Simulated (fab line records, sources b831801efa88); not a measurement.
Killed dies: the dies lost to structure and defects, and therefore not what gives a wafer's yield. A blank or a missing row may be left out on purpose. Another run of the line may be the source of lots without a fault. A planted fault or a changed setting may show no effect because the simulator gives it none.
Problem report, 8D (eight disciplines) form, completed by code | flow sky130 | the parts of the form that need people (team, actions taken, sign-off) are left out

== 1. THE PROBLEM ==
POLY_GATE_CVD_00_THK at SKY_POLY_GATE_THK_MEAS_01 reads a mean of 93.8 nm on 6 wafers of 2 lots; wafers without a fault read 180.9 nm with a standard deviation of 1.9. That puts it -46 standard deviations away from the usual mean.
Earliest sighting: wafer L652.1 on film-metro-03 at day 15 15:33. The record has a number at this step for 30 wafers belonging to 10 lots. The rule behind "out" and "out of limits": a value lying over 4 standard deviations away from the usual mean. All remaining wafers that have a number are taken as sound.

== 2. WHAT IT IS AND WHAT IT IS NOT ==
question                    | is                           | is not
which readings at this step | POLY_GATE_CVD_00_THK         | -
which lots                  | L652, L653                   | L651, L663, L664, L665, L667, L668, L669, L672
which wafers of those lots  | all that have a number       | -
read on which gauges        | film-metro-02, film-metro-03 | film-metro-04
when                        | from day 15 15:33            | up to then (3 sound wafers); but 21 sound wafers of L663, L664, L665, L667, L668, L669, L672 came after

== 3. WHAT RULES OUT EACH SUSPECT ==
Counting: any tool at a process step up to the reading is kept as a suspect provided that every lot that is out went through it and no sound lot did after the first of them.
- ruled out: the gauge at SKY_POLY_GATE_THK_MEAS_01. The wafers that are out were read on 2 gauges (film-metro-02, film-metro-03).
- lpcvd-01 at SKY_POLY_GATE_CVD_00 (deposits poly-Si, target thk 180 nm, time 720 s): ruled out as a lasting fault. After its first lot that is out, L652 (day 15 14:21), sound lots L663, L664, L665, L667, L668, L669, L672 ran on it.
Left after counting: nothing in the record.

== 4. THE CAUSE (what the simulator had put in) ==
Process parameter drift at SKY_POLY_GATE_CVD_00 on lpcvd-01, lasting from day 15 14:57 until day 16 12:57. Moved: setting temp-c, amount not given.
The count ruled it out by mistake, since the rule takes a fault to strike every lot its tool runs from the start of the fault on, and this one did not do so.

== 5. THE CHAIN OF EFFECTS, in route order ==
Each row: a reading where the mean over the struck wafers with a number is more than 3 standard deviations away from the usual. Readings are gone through only where the record gives a usual standard deviation; hours: the median, over the lots, of the time from a lot's start at the first step in this table giving one to that lot's start at this step; sigmas: the change measured in usual standard deviations.
hours | step                      | reading              | usual      | on struck wafers | change | sigmas
0     | SKY_POLY_GATE_CVD_00      | spike-tc-bottom-C    | 639.9 C    | 614.1            | -25.8  | -9.2
0     | SKY_POLY_GATE_CVD_00      | spike-tc-centre-C    | 620.2 C    | 594.1            | -26.1  | -22
0     | SKY_POLY_GATE_CVD_00      | spike-tc-lower-C     | 619.3 C    | 592.8            | -26.5  | -19
0     | SKY_POLY_GATE_CVD_00      | spike-tc-top-C       | 636 C      | 611              | -25    | -5.6
0     | SKY_POLY_GATE_CVD_00      | spike-tc-upper-C     | 620.5 C    | 593.9            | -26.6  | -20
0     | SKY_POLY_GATE_CVD_00      | susceptor-temp-C     | 620.02 C   | 593.38           | -26.64 | -99
0     | SKY_POLY_GATE_CVD_00      | zone-power-upper-pct | 8.78 %     | 8.07             | -0.71  | -8.4
1     | SKY_POLY_GATE_THK_MEAS_01 | POLY_GATE_CVD_00_THK | 180.9 nm   | 93.8             | -87.2  | -46
61    | SKY_POLY_GATE_ETCH_17     | oes-product-au       | 0.990 a.u. | 0.650            | -0.340 | -46
Its process steps:
- SKY_POLY_GATE_CVD_00: deposits poly-Si, target thk 180 nm, time 720 s.
- SKY_POLY_GATE_ETCH_17: etches poly-Si in HBr/Cl2, stops on SiO2, target depth 180 nm, time 70.5 s.

== 6. HOW IT WOULD HAVE BEEN CAUGHT EARLIER ==
In this record the first reading out of limits at a measuring or inspecting step was taken at day 15 15:33, 1 hour after the fault began at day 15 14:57.
At SKY_POLY_GATE_CVD_00, the tool's own readings (spike-tc-bottom-C, spike-tc-centre-C, spike-tc-lower-C, spike-tc-top-C, spike-tc-upper-C, susceptor-temp-C, zone-power-upper-pct) were out on each struck wafer the step has a row for, so an alarm limit on them would have fired on the first such wafer.
